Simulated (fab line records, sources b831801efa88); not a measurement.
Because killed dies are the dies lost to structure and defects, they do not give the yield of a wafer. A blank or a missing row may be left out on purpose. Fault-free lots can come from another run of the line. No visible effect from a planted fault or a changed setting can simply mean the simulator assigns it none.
Chamber matching :: flow sfq_line :: SFQ_TRILAYER_I7_CMP_CMP_184 on cmp-01 has 4 sister chambers
The step polishes SiO2. 15 wafers are shown with their chamber, then 7 later ones without.

== WAFERS WITH THEIR CHAMBER ==
wafer: L690.2
chamber: 2
motor_current_A (A): 10.7
time_to_endpoint_s (s): 206

wafer: L690.1
chamber: 0
motor_current_A (A): 11.2
time_to_endpoint_s (s): 209

wafer: L690.6
chamber: 1
motor_current_A (A): 9.6
time_to_endpoint_s (s): 211

wafer: L692.1
chamber: 2
motor_current_A (A): 10.2
time_to_endpoint_s (s): 195

wafer: L692.3
chamber: 0
motor_current_A (A): 11.1
time_to_endpoint_s (s): 214

wafer: L692.4
chamber: 3
motor_current_A (A): 8.9
time_to_endpoint_s (s): 207

wafer: L694.2
chamber: 3
motor_current_A (A): 8.9
time_to_endpoint_s (s): 205

wafer: L694.1
chamber: 1
motor_current_A (A): 9.6
time_to_endpoint_s (s): 198

wafer: L694.3
chamber: 2
motor_current_A (A): 10.9
time_to_endpoint_s (s): 197

wafer: L698.2
chamber: 3
motor_current_A (A): 9.3
time_to_endpoint_s (s): 207

wafer: L698.5
chamber: 0
motor_current_A (A): 10.5
time_to_endpoint_s (s): 229

wafer: L698.6
chamber: 1
motor_current_A (A): 9.8
time_to_endpoint_s (s): 215

wafer: L701.5
chamber: 0
motor_current_A (A): 10.9
time_to_endpoint_s (s): 215

wafer: L701.6
chamber: 3
motor_current_A (A): 9.3
time_to_endpoint_s (s): 211

wafer: L704.2
chamber: 3
motor_current_A (A): 9.9
time_to_endpoint_s (s): 203

SIGNATURES (means of the wafers above)
reading: motor_current_A
chamber 0: 10.925
chamber 1: 9.667
chamber 2: 10.600
chamber 3: 9.260
scatter within a chamber: 0.337

reading: time_to_endpoint_s
chamber 0: 216.75
chamber 1: 208.00
chamber 2: 199.33
chamber 3: 206.60
scatter within a chamber: 6.62
Rule: a wafer lies at a distance from a chamber equal to the root of the sum of squares, over the readings, of (its reading less the chamber's mean, divided by the reading's scatter). If the next closest chamber is less than 2 further off than the closest, the wafer can't be placed; otherwise it belongs to the closest. The scatter is the square root of a quotient: the sum, over the shown wafers, of each reading's squared deviation from its chamber's mean, divided by wafers minus chambers.

== WAFERS WITH NO CHAMBER GIVEN ==
wafer: L704.5
motor_current_A (A): 9.6
time_to_endpoint_s (s): 206

wafer: L706.4
motor_current_A (A): 10.1
time_to_endpoint_s (s): 217

wafer: L706.5
motor_current_A (A): 8.8
time_to_endpoint_s (s): 206

wafer: L706.6
motor_current_A (A): 10.4
time_to_endpoint_s (s): 221

wafer: L709.3
motor_current_A (A): 9.7
time_to_endpoint_s (s): 206

wafer: L709.2
motor_current_A (A): 10.4
time_to_endpoint_s (s): 207

wafer: L709.5
motor_current_A (A): 10.8
time_to_endpoint_s (s): 224

== WHICH CHAMBER EACH ONE RAN IN ==
wafer: L704.5
from the rows above: can't be placed: 1 or 3
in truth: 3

wafer: L706.4
from the rows above: can't be placed: 1 or 0 or 3 or 2
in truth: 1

wafer: L706.5
from the rows above: can't be placed: 3 or 1
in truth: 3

wafer: L706.6
from the rows above: can't be placed: 0 or 1 or 2
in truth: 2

wafer: L709.3
from the rows above: can't be placed: 1 or 3
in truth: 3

wafer: L709.2
from the rows above: can't be placed: 2 or 0 or 1
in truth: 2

wafer: L709.5
from the rows above: 0
in truth: 0
1 of 7 placed correctly. Cannot be placed on the basis of these rows: 6; the candidates contain the true chamber in 6. Placed wrongly: 0.
